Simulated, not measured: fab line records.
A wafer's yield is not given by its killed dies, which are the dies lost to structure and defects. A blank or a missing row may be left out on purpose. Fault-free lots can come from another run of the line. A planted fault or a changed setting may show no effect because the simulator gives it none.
2 desks looking at one fault :: flow gf180mcu :: every desk sees just its own numbers, and what lay behind them comes last

## AT THE TOOL OWNER'S DESK: implanter-01
The tool's own readings at GF_PSD_IMPLANT_09: means of the sampled wafers that have a number, for each lot that ran on this tool. Marked OUT: a lot whose mean sits more than 4 standard deviations from the usual mean, which makes it out of limits; the brackets give that distance.
Columns: A = beam energy keV at GF_PSD_IMPLANT_09, usual 40.000
lot: L335
first seen here: day 14 06:17
A: 39.997

lot: L339
first seen here: day 15 19:13
A: 40.004

lot: L341
first seen here: day 16 13:40
A: 40.015

lot: L342
first seen here: day 16 22:55
A: 40.005

lot: L346
first seen here: day 18 20:08
A: 39.991

lot: L354
first seen here: day 21 06:32
A: 40.834 (+64) OUT

lot: L355
first seen here: day 21 15:07
A: 40.831 (+64) OUT
This desk's verdict: out of limits on L354, L355, starting with L354 at day 21 06:32 (beam energy keV at GF_PSD_IMPLANT_09). L335, L339, L341, L342, L346 stayed within limits.

## FROM THE METROLOGY DESK
What the gauges read for every lot (on any tool): the sampled wafers with a number, averaged. Marked OUT: a lot whose mean sits more than 4 standard deviations from the usual mean, which makes it out of limits; the brackets give that distance.
Columns: A = PSD_RS at GF_PSD_RS_MEAS_15, usual 108.49 ohm/sq; B = M1_OVL at GF_M1_OVL_MEAS_15, usual -1 nm
lot: L335
first seen here: day 14 06:51
A: 109.07
B: 4

lot: L339
first seen here: day 15 19:47
A: 108.45
B: -0

lot: L340
first seen here: day 15 22:49
A: 108.11
B: 1

lot: L341
first seen here: day 16 14:14
A: 108.57
B: -2

lot: L342
first seen here: day 16 23:29
A: 108.64
B: -7

lot: L344
first seen here: day 17 20:52
A: 108.55
B: -2

lot: L346
first seen here: day 18 20:41
A: 108.68
B: -9

lot: L351
first seen here: day 20 06:22
A: 108.32
B: 0

lot: L354
first seen here: day 21 07:06
A: 107.75
B: -4

lot: L355
first seen here: day 21 15:40
A: 107.30
B: -4

lot: L356
first seen here: day 21 22:30
A: 108.17
B: 5

lot: L357
first seen here: day 22 11:02
A: 108.19
B: 3
This desk's finding: nothing out of limits on any of the 12 lots.

## TAKEN TOGETHER
At day 21 06:32, on L354, L355, the tool owner's desk was in a position to raise an alarm.
Metrology desk: nothing out of limits seen.
The metrology desk has L354, L355 on record, within its limits.
GF_PSD_IMPLANT_09 was run on implanter-01 by each of the lots named.

## WHAT THE SIMULATOR PUT IN
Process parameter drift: implanter-01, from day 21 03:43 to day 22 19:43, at GF_PSD_IMPLANT_09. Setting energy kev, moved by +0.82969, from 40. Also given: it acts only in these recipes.
Struck lots among those shown: L354, L355.
Hours from the fault's start to each desk's first reading out of limits: the tool owner's desk, 3.
